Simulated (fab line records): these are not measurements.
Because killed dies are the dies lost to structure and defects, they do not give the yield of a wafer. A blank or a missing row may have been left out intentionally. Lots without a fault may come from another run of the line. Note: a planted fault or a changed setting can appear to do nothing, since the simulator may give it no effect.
Which tool is to blame? -- flow gf180mcu -- 24 lots, 72 wafers sampled, at 6 steps of a route of 602

## WHAT THE GAUGES READ, wafer by wafer
GF_SALICIDE_THK_MEAS_05: measures by xrf.
lot,measured,on,SALICIDE_TIN_THK (nm)
L074,day 15 06:29,film metro-02,20.10 19.84 20.09
L075,day 15 12:41,film metro-02,19.94 19.82 19.71
L076,day 15 23:23,film metro-04,20.37 20.32 20.31
L077,day 16 10:28,film metro-04,20.07 20.28 20.40
L078,day 16 15:53,film metro-04,20.23 20.09 20.17
L079,day 17 04:44,film metro-04,20.41 20.19 20.45
L080,day 17 15:10,film metro-04,20.14 20.37 20.19
L081,day 17 21:20,film metro-02,20.00 20.16 20.19
L082,day 18 02:45,film metro-02,19.82 20.29 19.95
L083,day 18 14:16,film metro-04,19.96 20.40 20.32
L084,day 19 00:29,film metro-04,20.36 20.36 20.44
L085,day 19 05:45,film metro-02,20.18 20.24 20.22
L086,day 19 07:32,film metro-01,20.06 20.49 20.33
L087,day 19 23:07,film metro-04,20.05 19.97 20.11
L088,day 20 06:29,film metro-04,20.66 20.45 20.63
L089,day 20 17:02,film metro-04,20.29 20.36 20.62
L090,day 20 22:01,film metro-02,20.25 20.34 19.85
L091,day 21 06:02,film metro-02,20.43 20.41 20.36
L092,day 21 16:31,film metro-01,20.31 20.02 20.30
L093,day 22 00:39,film metro-02,19.81 19.70 19.84
L094,day 22 05:30,film metro-02,20.01 20.04 20.22
L095,day 22 13:04,film metro-02,20.19 19.90 20.41
L096,day 23 03:32,film metro-02,20.77 20.36 20.10
L097,day 23 04:04,film metro-04,19.77 20.19 19.99

GF_CONTACT_THK_MEAS_03.
lot,measured,on,CONTACT_CVD_02_THK (nm)
L074,day 15 07:15,film metro-04,832 864 843
L075,day 15 13:14,film metro-01,833 844 845
L076,day 15 23:56,film metro-04,866 856 878
L077,day 16 11:05,film metro-03,833 836 848
L078,day 16 16:31,film metro-01,822 828 852
L079,day 17 05:28,film metro-01,872 868 883
L080,day 17 15:59,film metro-01,855 871 873
L081,day 17 21:52,film metro-01,863 853 872
L082,day 18 03:16,film metro-03,852 860 880
L083,day 18 14:48,film metro-03,841 868 862
L084,day 19 01:01,film metro-04,859 866 866
L085,day 19 06:17,film metro-01,829 853 847
L086,day 19 08:05,film metro-01,838 861 876
L087,day 19 23:39,film metro-04,871 868 880
L088,day 20 07:02,film metro-03,854 868 861
L089,day 20 17:34,film metro-04,868 883 878
L090,day 20 22:33,film metro-01,851 854 858
L091,day 21 06:34,film metro-01,849 858 866
L092,day 21 17:02,film metro-04,859 882 877
L093,day 22 01:11,film metro-03,855 859 863
L094,day 22 06:02,film metro-03,837 856 845
L095,day 22 13:35,film metro-03,851 849 861
L096,day 23 04:04,film metro-01,844 841 839
L097,day 23 04:36,film metro-01,856 876 874

GF_V3_CD_MEAS_14: target cd 260 nm.
lot,measured,on,cd nm (nm)
L074,day 22 12:28,cd sem-02,260.0 260.0 261.6
L075,day 22 19:32,cd sem-01,260.5 259.9 259.3
L076,day 23 07:07,cd sem-01,261.2 260.0 260.5
L077,day 23 17:41,cd sem-01,259.5 260.5 260.2
L078,day 23 22:55,cd sem-01,259.3 260.0 258.1
L079,day 24 12:19,cd sem-01,260.4 261.1 261.6
L080,day 24 20:52,cd sem-01,261.0 261.7 261.0
L081,day 25 02:22,cd sem-01,259.6 258.4 258.7
L082,day 25 09:10,cd sem-02,261.0 260.5 261.1
L083,day 25 18:10,cd sem-02,262.3 262.2 262.5
L084,day 26 03:26,cd sem-01,260.7 260.6 260.7
L085,day 26 09:39,cd sem-01,259.1 258.9 259.4
L086,day 26 09:40,cd sem-02,258.5 258.8 260.0
L087,day 27 00:41,cd sem-01,259.5 259.5 260.2
L088,day 27 04:16,cd sem-02,260.9 259.4 258.8
L089,day 27 13:04,cd sem-01,260.2 260.9 259.8
L090,day 27 18:16,cd sem-02,259.1 259.3 258.8
L091,day 28 01:17,cd sem-01,258.2 257.4 258.3
L092,day 28 09:13,cd sem-02,260.2 260.2 259.8
L093,day 28 15:05,cd sem-01,257.7 256.8 258.0
L094,day 28 20:49,cd sem-01,258.7 258.3 257.1
L095,day 29 03:20,cd sem-01,260.7 260.4 261.7
L096,day 29 13:26,cd sem-01,260.0 260.8 259.9
L097,day 29 14:11,cd sem-01,259.9 258.6 260.2

## WHICH TOOL RAN EACH LOT (tool, then ch and the chambers of the sampled wafers, then the start)
lot,GF_SALICIDE_RTA_08,GF_CONTACT_SPUTTER_23,GF_M3_SPUTTER_01
L074,"rtp anneal-02 ch 0, day 15 06:59","pvd sputter-03, day 16 06:24","pvd sputter-03, day 20 11:33"
L075,"rtp anneal-01 ch 0, day 15 12:56","pvd sputter-04, day 16 12:29","pvd sputter-01, day 20 18:56"
L076,"rtp anneal-01 ch 0, day 15 23:40","pvd sputter-02, day 16 23:27","pvd sputter-01, day 21 05:42"
L077,"rtp anneal-02 ch 0, day 16 10:44","pvd sputter-04, day 17 11:46","pvd sputter-02, day 21 18:05"
L078,"rtp anneal-01 ch 0, day 16 16:14","pvd sputter-02, day 17 16:20","pvd sputter-03, day 21 23:44"
L079,"rtp anneal-01 ch 0, day 17 05:08","pvd sputter-04, day 18 06:13","pvd sputter-03, day 22 13:32"
L080,"rtp anneal-02 ch 0, day 17 15:44","pvd sputter-02, day 18 16:16","pvd sputter-01, day 22 22:25"
L081,"rtp anneal-01 ch 0, day 17 21:36","pvd sputter-03, day 18 22:58","pvd sputter-03, day 23 05:11"
L082,"rtp anneal-01 ch 0, day 18 03:01","pvd sputter-02, day 19 04:24","pvd sputter-01, day 23 10:51"
L083,"rtp anneal-02 ch 0, day 18 14:32","pvd sputter-03, day 19 16:05","pvd sputter-03, day 23 21:36"
L084,"rtp anneal-02 ch 0, day 19 00:44","pvd sputter-03, day 20 01:58","pvd sputter-03, day 24 06:45"
L085,"rtp anneal-01 ch 0, day 19 06:01","pvd sputter-04, day 20 07:49","pvd sputter-03, day 24 12:41"
L086,"rtp anneal-01 ch 0, day 19 07:48","pvd sputter-03, day 20 09:40","pvd sputter-02, day 24 12:59"
L087,"rtp anneal-02 ch 0, day 19 23:23","pvd sputter-02, day 21 01:21","pvd sputter-02, day 25 04:38"
L088,"rtp anneal-01 ch 0, day 20 06:45","pvd sputter-02, day 21 07:54","pvd sputter-02, day 25 09:05"
L089,"rtp anneal-02 ch 0, day 20 17:18","pvd sputter-04, day 21 18:21","pvd sputter-03, day 25 18:08"
L090,"rtp anneal-02 ch 0, day 20 22:16","pvd sputter-02, day 21 22:57","pvd sputter-01, day 25 23:42"
L091,"rtp anneal-01 ch 0, day 21 06:18","pvd sputter-02, day 22 07:27","pvd sputter-03, day 26 07:41"
L092,"rtp anneal-01 ch 0, day 21 16:46","pvd sputter-03, day 22 17:19","pvd sputter-02, day 26 15:36"
L093,"rtp anneal-02 ch 0, day 22 00:55","pvd sputter-02, day 23 01:42","pvd sputter-03, day 26 22:42"
L094,"rtp anneal-02 ch 0, day 22 05:46","pvd sputter-04, day 23 06:22","pvd sputter-01, day 27 03:56"
L095,"rtp anneal-02 ch 0, day 22 13:19","pvd sputter-03, day 23 14:10","pvd sputter-02, day 27 10:38"
L096,"rtp anneal-02 ch 0, day 23 03:47","pvd sputter-03, day 24 03:31","pvd sputter-01, day 27 21:44"
L097,"rtp anneal-02 ch 0, day 23 04:20","pvd sputter-02, day 24 03:52","pvd sputter-01, day 27 22:58"
- GF_SALICIDE_RTA_08: time 30 s.
- GF_CONTACT_SPUTTER_23: material TiN, target thk 10 nm, time 40 s.
- GF_M3_SPUTTER_01: material TiN, target thk 30 nm, time 25 s.

## WHAT THE TOOLS THEMSELVES READ (means of the sampled wafers that have a number; where no wafer has one, the mark that the record gives instead)
GF_SALICIDE_RTA_08.
lot,tool,lamp power pct (%),wafer_temp_C_max
L074,rtp anneal-02,16.5,802.8
L075,rtp anneal-01,15.7,803.8
L076,rtp anneal-01,15.7,803.8
L077,rtp anneal-02,16.5,803.4
L078,rtp anneal-01,15.7,804.2
L079,rtp anneal-01,15.7,803.5
L080,rtp anneal-02,16.5,803.1
L081,rtp anneal-01,15.7,803.5
L082,rtp anneal-01,15.7,803.2
L083,rtp anneal-02,16.5,802.4
L084,rtp anneal-02,16.5,802.8
L085,rtp anneal-01,15.7,805.0
L086,rtp anneal-01,15.7,804.0
L087,rtp anneal-02,16.5,803.4
L088,rtp anneal-01,15.7,803.2
L089,rtp anneal-02,16.5,802.8
L090,rtp anneal-02,16.5,802.4
L091,rtp anneal-01,15.7,803.9
L092,rtp anneal-01,15.7,804.5
L093,rtp anneal-02,16.5,803.1
L094,rtp anneal-02,16.5,802.7
L095,rtp anneal-02,16.5,803.2
L096,rtp anneal-02,16.5,803.3
L097,rtp anneal-02,16.5,803.0

GF_CONTACT_SPUTTER_23.
lot,tool,throttle valve pct (%)
L074,pvd sputter-03,29.6
L075,pvd sputter-04,29.9
L076,pvd sputter-02,30.0
L077,pvd sputter-04,30.4
L078,pvd sputter-02,30.0
L079,pvd sputter-04,30.3
L080,pvd sputter-02,29.7
L081,pvd sputter-03,29.4
L082,pvd sputter-02,29.0
L083,pvd sputter-03,29.0
L084,pvd sputter-03,29.2
L085,pvd sputter-04,28.8
L086,pvd sputter-03,29.3
L087,pvd sputter-02,28.9
L088,pvd sputter-02,29.8
L089,pvd sputter-04,29.8
L090,pvd sputter-02,29.9
L091,pvd sputter-02,29.2
L092,pvd sputter-03,29.0
L093,pvd sputter-02,29.9
L094,pvd sputter-04,30.6
L095,pvd sputter-03,29.3
L096,pvd sputter-03,29.1
L097,pvd sputter-02,29.8

GF_M3_SPUTTER_01.
lot,tool,throttle valve pct (%)
L074,pvd sputter-03,28.7
L075,pvd sputter-01,30.0
L076,pvd sputter-01,29.8
L077,pvd sputter-02,29.1
L078,pvd sputter-03,29.1
L079,pvd sputter-03,29.3
L080,pvd sputter-01,30.2
L081,pvd sputter-03,29.2
L082,pvd sputter-01,30.0
L083,pvd sputter-03,29.1
L084,pvd sputter-03,29.4
L085,pvd sputter-03,29.4
L086,pvd sputter-02,30.1
L087,pvd sputter-02,29.2
L088,pvd sputter-02,29.9
L089,pvd sputter-03,28.9
L090,pvd sputter-01,29.9
L091,pvd sputter-03,28.8
L092,pvd sputter-02,30.0
L093,pvd sputter-03,29.0
L094,pvd sputter-01,30.0
L095,pvd sputter-02,29.8
L096,pvd sputter-01,30.1
L097,pvd sputter-01,30.1

## THE ANSWER, worked out from the rows above alone
Rule: usual is defined by the lots themselves. Put in order of their means at a reading, lots are off if they are a third of the lots or fewer, leave a main group of 4 or more, and stand apart from it by a gap of 3 or more times the standard deviation of the main group's means; of several such gaps the widest counts. The tables above print the reading to a certain number of digits; a main group whose means all agree to those digits is not used. A lot without any number at a reading at which 4 lots or more have one is off too. The other lots that the step has rows for count as sound. Order of review: gauges by route order, followed by the tools' own readings, for which a lot's mean as printed above is used. At the first step where some lot is off, the reading lying furthest off is the one used; lots without a number count as furthest.
No lot is off at any reading shown: from this, nothing can be told.

## WHAT THE SIMULATOR PUT IN
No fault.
